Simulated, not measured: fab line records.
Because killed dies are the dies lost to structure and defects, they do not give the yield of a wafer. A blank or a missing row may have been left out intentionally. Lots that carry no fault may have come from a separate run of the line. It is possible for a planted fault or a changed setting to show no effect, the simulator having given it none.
fab line records	flow gf180mcu
[record] lots = 24	wafers = 72	last-day = 34
route steps=602 shown M2@362 M3@415 V3@443 M4@456 TOP_METAL@582
lots that met no fault: from a run of the same line without faults
start-h: the number of hours between the record's first day and the start of the first shown wafer of the lot	wait-h: hours elapsed since this lot's preceding step	" identical to the entry in the row above	L1.1+2: one row covering several wafers at once	- either no value or no given start	* or withheld: withheld	< > ~ a bound
route shown NAME@n: a module of which the file shows steps, and the number in the route of the first	usual: the fault-free wafers' mean and standard deviation	same: alike in all rows	chamber/n: place in a boat	sites: per-site readings	_std_site: standard deviation across them	_edge_site: inner sites' mean taken away from outer sites' mean	radius-mm: how far each site lies from the wafer's centre	mask NAME#n: copy n	behind: the most recent tool/chamber to have shaped the wafer	hold: reason for holding the lot/hours on hold/outcome of the hold	device: the transistor (n, p or np) that didn't switch	end of line: the tests these same wafers got at the end of their route	a step without rows: its recipe alone	killed: not the wafer's yield, but the dies lost to structure and defects at the first sort	map: a wafer's dies, marking killed ones x, the rest . and places with no die _
set.NAME: the setting that was run; set.NAME@STEP: the one run at that earlier step	model.NAME: the simulator's own value behind a step, which no gauge read
route steps across a sampled set of lots; one table per step, one row per wafer
services: when a tool's chamber went out of use (start-h, in hours from the record's first day, below 0 if earlier), for how many hours, and the reason
[[steps]]
[step GF_M2_SPUTTER_00]
[recipe] material = Ti	target-thk-nm = 37.5	arriving-ion-energy-ev = 80	substrate-temp-c = 200	chamber-pressure-pa = 2	power-w = 4000	time-s = 150
[usual] throttle-valve-pct = 29.9/0.95
lot.wafer	tool	chamber	start-h	wait-h	throttle-valve-pct
L074.2	pvd-sputter-04	-	411.90	0.1	31.0
L074.3	"	-	"	"	30.5
L074.5	"	-	"	"	30.0
L075.3	pvd-sputter-01	-	419.60	0.2	28.5
L075.5	"	-	"	"	29.8
L075.6	"	-	"	"	28.8
L076.1	pvd-sputter-04	-	426.66	0.2	30.9
L076.4	"	-	"	"	29.8
L076.5	"	-	"	"	30.5
L077.2	pvd-sputter-04	-	439.57	0.1	30.9
L077.3	"	-	"	"	30.5
L077.5	"	-	"	"	31.1
L078.1	pvd-sputter-04	-	446.50	0.1	31.1
L078.4	"	-	"	"	30.5
L078.5	"	-	"	"	30.4
L079.2	pvd-sputter-04	-	461.12	0.2	30.9
L079.3	"	-	"	"	31.3
L079.5	"	-	"	"	30.2
L080.1	pvd-sputter-04	-	470.90	0.2	30.9
L080.2	"	-	"	"	31.2
L080.4	"	-	"	"	29.7
L081.1	pvd-sputter-02	-	475.45	0.1	28.2
L081.3	"	-	"	"	29.1
L081.5	"	-	"	"	28.5
L082.1	pvd-sputter-02	-	487.78	0.2	29.0
L082.2	"	-	"	"	30.8
L082.3	"	-	"	"	29.3
L083.2	pvd-sputter-02	-	494.65	0.1	30.9
L083.3	"	-	"	"	29.2
L083.4	"	-	"	"	28.3
L084.1	pvd-sputter-01	-	505.17	0.1	30.0
L084.2	"	-	"	"	28.6
L084.4	"	-	"	"	29.7
L085.2	pvd-sputter-04	-	516.27	0.2	31.1
L085.3	"	-	"	"	30.8
L085.6	"	-	"	"	29.7
L086.1	pvd-sputter-01	-	524.54	0.1	29.2
L086.3	"	-	"	"	28.9
L086.5	"	-	"	"	28.4
L087.2	pvd-sputter-02	-	532.54	0.2	29.2
L087.5	"	-	"	"	31.0
L087.6	"	-	"	"	29.6
L088.3	pvd-sputter-04	-	538.77	0.1	31.1
L088.4	"	-	"	"	30.6
L088.6	"	-	"	"	31.1
L089.3	pvd-sputter-01	-	541.50	0.1	30.0
L089.5	"	-	"	"	28.5
L089.6	"	-	"	"	29.0
L090.1	pvd-sputter-04	-	556.55	0.1	29.8
L090.2	"	-	"	"	31.2
L090.3	"	-	"	"	30.5
L091.1	pvd-sputter-04	-	559.45	0.1	30.6
L091.2	"	-	"	"	30.1
L091.5	"	-	"	"	30.0
L092.3	pvd-sputter-02	-	571.27	0.1	29.3
L092.4	"	-	"	"	27.7
L092.6	"	-	"	"	29.4
L093.1	pvd-sputter-02	-	576.35	0.2	29.6
L093.4	"	-	"	"	28.4
L093.5	"	-	"	"	29.0
L094.1	pvd-sputter-04	-	580.89	0.2	30.0
L094.3	"	-	"	"	30.2
L094.6	"	-	"	"	31.3
L095.3	pvd-sputter-01	-	589.36	0.2	28.5
L095.5	"	-	"	"	28.9
L095.6	"	-	"	"	29.2
L096.2	pvd-sputter-02	-	596.55	0.1	28.9
L096.3	"	-	"	"	29.2
L096.5	"	-	"	"	29.1
L097.1	pvd-sputter-04	-	609.43	0.1	31.1
L097.3	"	-	"	"	31.2
L097.5	"	-	"	"	30.8
[step GF_M3_THK_MEAS_06]
[recipe] thk-meas-gauge = xrf	reads = AlCu_of_M3_SPUTTER_02
[usual] M3_ALCU_THK = 448/4.3
lot.wafer	tool	chamber	start-h	wait-h	M3_ALCU_THK[nm]
L074.2	film-metro-01	-	464.37	0.1	451
L074.3	"	-	"	"	450
L074.5	"	-	"	"	449
L075.3	film-metro-04	-	472.63	0.1	449
L075.5	"	-	"	"	451
L075.6	"	-	"	"	452
L076.1	film-metro-01	-	480.26	0.1	452
L076.4	"	-	"	"	450
L076.5	"	-	"	"	451
L077.2	film-metro-01	-	492.34	0.1	453
L077.3	"	-	"	"	456
L077.5	"	-	"	"	451
L078.1	film-metro-04	-	499.49	0.1	446
L078.4	"	-	"	"	450
L078.5	"	-	"	"	448
L079.2	film-metro-04	-	512.24	0.1	450
L079.3	"	-	"	"	448
L079.5	"	-	"	"	446
L080.1	film-metro-01	-	521.73	0.1	444
L080.2	"	-	"	"	444
L080.4	"	-	"	"	445
L081.1	film-metro-03	-	526.98	0.1	440
L081.3	"	-	"	"	445
L081.5	"	-	"	"	442
L082.1	film-metro-04	-	537.53	0.1	449
L082.2	"	-	"	"	449
L082.3	"	-	"	"	452
L083.2	film-metro-03	-	544.85	0.1	448
L083.3	"	-	"	"	452
L083.4	"	-	"	"	449
L084.1	film-metro-01	-	553.99	0.1	439
L084.2	"	-	"	"	444
L084.4	"	-	"	"	443
L085.2	film-metro-03	-	565.55	0.1	445
L085.3	"	-	"	"	447
L085.6	"	-	"	"	444
L086.1	film-metro-01	-	572.92	0.1	450
L086.3	"	-	"	"	452
L086.5	"	-	"	"	451
L087.2	film-metro-03	-	580.05	0.1	447
L087.5	"	-	"	"	446
L087.6	"	-	"	"	452
L088.3	film-metro-03	-	586.47	0.1	446
L088.4	"	-	"	"	447
L088.6	"	-	"	"	447
L089.3	film-metro-04	-	588.67	0.1	449
L089.5	"	-	"	"	454
L089.6	"	-	"	"	448
L090.1	film-metro-04	-	603.14	0.1	442
L090.2	"	-	"	"	443
L090.3	"	-	"	"	439
L091.1	film-metro-03	-	605.22	0.1	440
L091.2	"	-	"	"	441
L091.5	"	-	"	"	445
L092.3	film-metro-01	-	616.15	0.1	444
L092.4	"	-	"	"	448
L092.6	"	-	"	"	446
L093.1	film-metro-03	-	621.46	0.1	447
L093.4	"	-	"	"	449
L093.5	"	-	"	"	457
L094.1	film-metro-03	-	625.21	0.1	446
L094.3	"	-	"	"	452
L094.6	"	-	"	"	447
L095.3	film-metro-01	-	634.60	0.1	455
L095.5	"	-	"	"	454
L095.6	"	-	"	"	456
L096.2	film-metro-03	-	641.29	0.1	456
L096.3	"	-	"	"	457
L096.5	"	-	"	"	453
L097.1	film-metro-01	-	654.08	0.1	444
L097.3	"	-	"	"	447
L097.5	"	-	"	"	449
[step GF_V3_CD_MEAS_14]
[recipe] target-cd-nm = 260
[usual] cd-nm = 260.1/1.1
lot.wafer	tool	chamber	start-h	wait-h	cd-nm
L074.2	cd-sem-01	-	514.02	0.2	261.2
L074.3	"	-	"	"	260.3
L074.5	"	-	"	"	262.1
L075.3	cd-sem-02	-	521.52	0.1	259.1
L075.5	"	-	"	"	258.6
L075.6	"	-	"	"	258.8
L076.1	cd-sem-01	-	529.19	0.1	261.0
L076.4	"	-	"	"	259.5
L076.5	"	-	"	"	260.3
L077.2	cd-sem-02	-	540.35	0.1	259.3
L077.3	"	-	"	"	259.7
L077.5	"	-	"	"	260.6
L078.1	cd-sem-01	-	546.63	0.1	259.5
L078.4	"	-	"	"	259.7
L078.5	"	-	"	"	259.8
L079.2	cd-sem-02	-	558.60	0.1	259.9
L079.3	"	-	"	"	259.3
L079.5	"	-	"	"	259.4
L080.1	cd-sem-02	-	567.34	0.1	260.6
L080.2	"	-	"	"	260.4
L080.4	"	-	"	"	259.7
L081.1	cd-sem-02	-	572.83	0.1	260.2
L081.3	"	-	"	"	260.0
L081.5	"	-	"	"	260.3
L082.1	cd-sem-02	-	582.43	0.1	260.8
L082.2	"	-	"	"	261.3
L082.3	"	-	"	"	260.9
L083.2	cd-sem-02	-	589.05	0.1	258.8
L083.3	"	-	"	"	258.8
L083.4	"	-	"	"	259.4
L084.1	cd-sem-02	-	598.08	0.1	259.9
L084.2	"	-	"	"	259.9
L084.4	"	-	"	"	260.2
L085.2	cd-sem-01	-	609.17	0.2	260.9
L085.3	"	-	"	"	260.3
L085.6	"	-	"	"	261.3
L086.1	cd-sem-01	-	616.04	0.1	258.7
L086.3	"	-	"	"	260.5
L086.5	"	-	"	"	260.1
L087.2	cd-sem-02	-	623.00	0.1	261.1
L087.5	"	-	"	"	261.2
L087.6	"	-	"	"	261.7
L088.3	cd-sem-02	-	628.73	0.1	259.9
L088.4	"	-	"	"	259.1
L088.6	"	-	"	"	258.8
L089.3	cd-sem-01	-	631.33	0.1	259.4
L089.5	"	-	"	"	259.5
L089.6	"	-	"	"	259.5
L090.1	cd-sem-02	-	644.78	0.1	260.9
L090.2	"	-	"	"	260.4
L090.3	"	-	"	"	261.0
L091.1	cd-sem-02	-	646.33	0.1	260.4
L091.2	"	-	"	"	260.6
L091.5	"	-	"	"	260.6
L092.3	cd-sem-01	-	657.48	0.1	257.7
L092.4	"	-	"	"	257.6
L092.6	"	-	"	"	258.2
L093.1	cd-sem-01	-	661.88	0.1	259.8
L093.4	"	-	"	"	260.6
L093.5	"	-	"	"	261.7
L094.1	cd-sem-02	-	666.03	0.1	261.1
L094.3	"	-	"	"	259.6
L094.6	"	-	"	"	260.1
L095.3	cd-sem-02	-	675.33	0.1	260.6
L095.5	"	-	"	"	258.5
L095.6	"	-	"	"	259.1
L096.2	cd-sem-01	-	681.63	0.3	261.1
L096.3	"	-	"	"	261.1
L096.5	"	-	"	"	261.6
L097.1	cd-sem-02	-	693.79	0.1	262.0
L097.3	"	-	"	"	261.4
L097.5	"	-	"	"	261.7
[step GF_M4_SPUTTER_00]
[recipe] material = Ti	target-thk-nm = 37.5	arriving-ion-energy-ev = 80	substrate-temp-c = 200	chamber-pressure-pa = 2	power-w = 4000	time-s = 150
[usual] throttle-valve-pct = 29.8/0.95
lot.wafer	tool	chamber	start-h	wait-h	throttle-valve-pct
L074.2	pvd-sputter-01	-	515.51	0.1	29.2
L074.3	"	-	"	"	29.3
L074.5	"	-	"	"	29.6
L075.3	pvd-sputter-04	-	522.99	0.1	30.8
L075.5	"	-	"	"	30.7
L075.6	"	-	"	"	31.2
L076.1	pvd-sputter-02	-	530.70	0.2	29.5
L076.4	"	-	"	"	31.2
L076.5	"	-	"	"	29.1
L077.2	pvd-sputter-02	-	541.84	0.1	28.9
L077.3	"	-	"	"	28.3
L077.5	"	-	"	"	29.0
L078.1	pvd-sputter-04	-	548.15	0.1	31.2
L078.4	"	-	"	"	30.0
L078.5	"	-	"	"	31.1
L079.2	pvd-sputter-02	-	560.09	0.1	29.4
L079.3	"	-	"	"	28.5
L079.5	"	-	"	"	28.9
L080.1	pvd-sputter-04	-	568.88	0.2	30.4
L080.2	"	-	"	"	31.2
L080.4	"	-	"	"	30.6
L081.1	pvd-sputter-04	-	574.35	0.1	29.9
L081.3	"	-	"	"	31.1
L081.5	"	-	"	"	30.1
L082.1	pvd-sputter-01	-	583.97	0.2	29.8
L082.2	"	-	"	"	29.0
L082.3	"	-	"	"	29.3
L083.2	pvd-sputter-02	-	590.60	0.2	28.3
L083.3	"	-	"	"	31.1
L083.4	"	-	"	"	29.1
L084.1	pvd-sputter-04	-	599.60	0.2	31.4
L084.2	"	-	"	"	31.0
L084.4	"	-	"	"	30.3
L085.2	pvd-sputter-01	-	610.66	0.2	30.2
L085.3	"	-	"	"	28.4
L085.6	"	-	"	"	29.2
L086.1	pvd-sputter-02	-	617.58	0.1	29.0
L086.3	"	-	"	"	30.8
L086.5	"	-	"	"	31.1
L087.2	pvd-sputter-01	-	624.49	0.2	29.2
L087.5	"	-	"	"	29.1
L087.6	"	-	"	"	28.5
L088.3	pvd-sputter-01	-	630.20	0.2	29.2
L088.4	"	-	"	"	28.6
L088.6	"	-	"	"	29.3
L089.3	pvd-sputter-01	-	632.99	0.2	29.3
L089.5	"	-	"	"	30.1
L089.6	"	-	"	"	28.6
L090.1	pvd-sputter-04	-	646.29	0.2	30.1
L090.2	"	-	"	"	31.4
L090.3	"	-	"	"	30.1
L091.1	pvd-sputter-04	-	647.84	0.1	30.8
L091.2	"	-	"	"	30.1
L091.5	"	-	"	"	30.1
L092.3	pvd-sputter-02	-	658.99	0.1	29.3
L092.4	"	-	"	"	28.4
L092.6	"	-	"	"	28.4
L093.1	pvd-sputter-04	-	663.43	0.1	30.4
L093.4	"	-	"	"	30.9
L093.5	"	-	"	"	30.6
L094.1	pvd-sputter-01	-	667.59	0.2	29.1
L094.3	"	-	"	"	28.9
L094.6	"	-	"	"	29.2
L095.3	pvd-sputter-04	-	676.84	0.1	30.5
L095.5	"	-	"	"	31.3
L095.6	"	-	"	"	30.8
L096.2	pvd-sputter-02	-	683.27	0.1	28.5
L096.3	"	-	"	"	30.8
L096.5	"	-	"	"	28.3
L097.1	pvd-sputter-02	-	695.39	0.3	29.1
L097.3	"	-	"	"	31.1
L097.5	"	-	"	"	31.2
[step GF_M4_SPUTTER_04]
[recipe] material = TiN	target-thk-nm = 50	power-w = 6500	time-s = 41.7	chamber-pressure-pa = 0.4
[usual] throttle-valve-pct = 29.8/0.94
lot.wafer	tool	chamber	start-h	wait-h	throttle-valve-pct
L074.2	pvd-sputter-01	-	515.69	0.0	29.1
L074.3	"	-	"	"	29.7
L074.5	"	-	"	"	29.4
L075.3	pvd-sputter-04	-	523.17	0.0	31.0
L075.5	"	-	"	"	30.5
L075.6	"	-	"	"	31.1
L076.1	pvd-sputter-02	-	530.88	0.0	29.1
L076.4	"	-	"	"	31.0
L076.5	"	-	"	"	28.8
L077.2	pvd-sputter-02	-	542.02	0.0	28.9
L077.3	"	-	"	"	28.4
L077.5	"	-	"	"	29.1
L078.1	pvd-sputter-04	-	548.33	0.0	31.3
L078.4	"	-	"	"	30.0
L078.5	"	-	"	"	31.3
L079.2	pvd-sputter-02	-	560.27	0.0	29.4
L079.3	"	-	"	"	28.5
L079.5	"	-	"	"	29.1
L080.1	pvd-sputter-04	-	569.06	0.0	30.5
L080.2	"	-	"	"	31.2
L080.4	"	-	"	"	30.9
L081.1	pvd-sputter-04	-	574.53	0.0	30.0
L081.3	"	-	"	"	30.8
L081.5	"	-	"	"	29.9
L082.1	pvd-sputter-01	-	584.15	0.0	30.1
L082.2	"	-	"	"	29.2
L082.3	"	-	"	"	29.4
L083.2	pvd-sputter-02	-	590.78	0.0	28.7
L083.3	"	-	"	"	30.9
L083.4	"	-	"	"	29.0
L084.1	pvd-sputter-04	-	599.78	0.0	31.1
L084.2	"	-	"	"	30.7
L084.4	"	-	"	"	30.0
L085.2	pvd-sputter-01	-	610.84	0.0	29.8
L085.3	"	-	"	"	28.3
L085.6	"	-	"	"	29.4
L086.1	pvd-sputter-02	-	617.76	0.0	28.9
L086.3	"	-	"	"	31.0
L086.5	"	-	"	"	31.0
L087.2	pvd-sputter-01	-	624.67	0.0	29.3
L087.5	"	-	"	"	29.2
L087.6	"	-	"	"	28.5
L088.3	pvd-sputter-01	-	630.38	0.0	29.3
L088.4	"	-	"	"	28.8
L088.6	"	-	"	"	29.3
L089.3	pvd-sputter-01	-	633.17	0.0	29.4
L089.5	"	-	"	"	30.0
L089.6	"	-	"	"	28.4
L090.1	pvd-sputter-04	-	646.47	0.0	30.4
L090.2	"	-	"	"	31.1
L090.3	"	-	"	"	30.0
L091.1	pvd-sputter-04	-	648.02	0.0	30.8
L091.2	"	-	"	"	30.2
L091.5	"	-	"	"	30.0
L092.3	pvd-sputter-02	-	659.17	0.0	29.3
L092.4	"	-	"	"	28.6
L092.6	"	-	"	"	28.0
L093.1	pvd-sputter-04	-	663.61	0.0	30.6
L093.4	"	-	"	"	30.7
L093.5	"	-	"	"	30.4
L094.1	pvd-sputter-01	-	667.77	0.0	29.5
L094.3	"	-	"	"	29.0
L094.6	"	-	"	"	29.4
L095.3	pvd-sputter-04	-	677.02	0.0	30.2
L095.5	"	-	"	"	31.2
L095.6	"	-	"	"	30.6
L096.2	pvd-sputter-02	-	683.45	0.0	28.6
L096.3	"	-	"	"	31.2
L096.5	"	-	"	"	28.3
L097.1	pvd-sputter-02	-	695.58	0.0	29.0
L097.3	"	-	"	"	31.0
L097.5	"	-	"	"	30.9
[step GF_TOP_METAL_OVL_MEAS_15]
[usual] TOP_METAL_OVL = -0.8/1.3
lot.wafer	tool	chamber	start-h	wait-h	TOP_METAL_OVL[nm]
L074.2	overlay-01	-	650.71	0.1	-1.3
L074.3	"	-	"	"	-0.9
L074.5	"	-	"	"	-0.3
L075.3	overlay-01	-	655.71	0.1	-1.6
L075.5	"	-	"	"	0.0
L075.6	"	-	"	"	0.8
L076.1	overlay-01	-	664.30	0.1	-1.8
L076.4	"	-	"	"	-1.2
L076.5	"	-	"	"	-1.9
L077.2	overlay-01	-	672.15	0.1	-0.2
L077.3	"	-	"	"	-0.4
L077.5	"	-	"	"	0.5
L078.1	overlay-02	-	677.51	0.1	0.9
L078.4	"	-	"	"	0.9
L078.5	"	-	"	"	1.2
L079.2	overlay-01	-	688.56	0.1	-1.5
L079.3	"	-	"	"	-1.5
L079.5	"	-	"	"	-1.3
L080.1	overlay-02	-	695.50	0.1	-0.5
L080.2	"	-	"	"	-0.5
L080.4	"	-	"	"	1.5
L081.1	overlay-02	-	701.05	0.1	-2.2
L081.3	"	-	"	"	-2.8
L081.5	"	-	"	"	-2.6
L082.1	overlay-02	-	710.25	0.1	-0.9
L082.2	"	-	"	"	-2.1
L082.3	"	-	"	"	-1.9
L083.2	overlay-01	-	715.51	0.1	1.5
L083.3	"	-	"	"	1.5
L083.4	"	-	"	"	2.3
L084.1	overlay-01	-	722.60	0.1	-0.6
L084.2	"	-	"	"	0.1
L084.4	"	-	"	"	0.1
L085.2	overlay-02	-	732.55	0.1	-1.7
L085.3	"	-	"	"	-0.4
L085.6	"	-	"	"	-2.2
L086.1	overlay-02	-	736.75	0.1	-1.6
L086.3	"	-	"	"	-2.4
L086.5	"	-	"	"	-1.9
L087.2	overlay-02	-	744.46	0.1	-2.0
L087.5	"	-	"	"	-2.7
L087.6	"	-	"	"	-0.7
L088.3	overlay-02	-	747.21	0.1	-3.2
L088.4	"	-	"	"	-2.6
L088.6	"	-	"	"	-2.3
L089.3	overlay-02	-	750.22	0.1	-0.8
L089.5	"	-	"	"	-0.6
L089.6	"	-	"	"	0.3
L090.1	overlay-02	-	761.30	0.1	-1.8
L090.2	"	-	"	"	-1.4
L090.3	"	-	"	"	-0.9
L091.1	overlay-02	-	763.20	0.1	-1.4
L091.2	"	-	"	"	-2.2
L091.5	"	-	"	"	-3.6
L092.3	overlay-02	-	771.81	0.1	-2.9
L092.4	"	-	"	"	-1.0
L092.6	"	-	"	"	-2.2
L093.1	overlay-02	-	777.35	0.1	0.1
L093.4	"	-	"	"	0.5
L093.5	"	-	"	"	0.5
L094.1	overlay-02	-	778.60	0.1	-0.9
L094.3	"	-	"	"	-1.2
L094.6	"	-	"	"	-0.1
L095.3	overlay-02	-	786.66	0.1	-1.2
L095.5	"	-	"	"	-1.2
L095.6	"	-	"	"	0.0
L096.2	overlay-02	-	792.50	0.1	-1.6
L096.3	"	-	"	"	-1.3
L096.5	"	-	"	"	-1.1
L097.1	overlay-01	-	801.55	0.1	0.5
L097.3	"	-	"	"	0.2
L097.5	"	-	"	"	1.3
[[services]]
tool	chamber	start-h	hours	kind
pvd-sputter-04	2	399.64	-	consumable-replace:kit
pvd-sputter-04	2	399.64	18.0	scheduled-down
pvd-sputter-04	2	399.64	18.0	vent-cycle
pvd-sputter-04	-	483.58	2.1	repair
pvd-sputter-01	-	516.42	2.4	repair
pvd-sputter-01	2	524.76	-	consumable-replace:kit
pvd-sputter-01	2	524.76	18.0	scheduled-down
pvd-sputter-01	2	524.76	18.0	vent-cycle
pvd-sputter-04	1	533.20	-	consumable-replace:kit
pvd-sputter-04	1	533.20	18.0	scheduled-down
pvd-sputter-04	1	533.20	18.0	vent-cycle
pvd-sputter-02	2	565.42	-	consumable-replace:kit
pvd-sputter-02	2	565.42	18.0	scheduled-down
pvd-sputter-02	2	565.42	18.0	vent-cycle
pvd-sputter-04	-	588.74	8.7	repair
pvd-sputter-01	-	614.64	1.0	repair
pvd-sputter-02	-	653.30	2.3	repair
pvd-sputter-02	-	673.75	9.5	repair
pvd-sputter-04	0	684.76	-	consumable-replace:kit
pvd-sputter-04	0	684.76	18.0	scheduled-down
pvd-sputter-04	0	684.76	18.0	vent-cycle
pvd-sputter-04	-	686.18	11.5	repair
pvd-sputter-01	-	691.68	5.4	repair
[[key]]
fault none
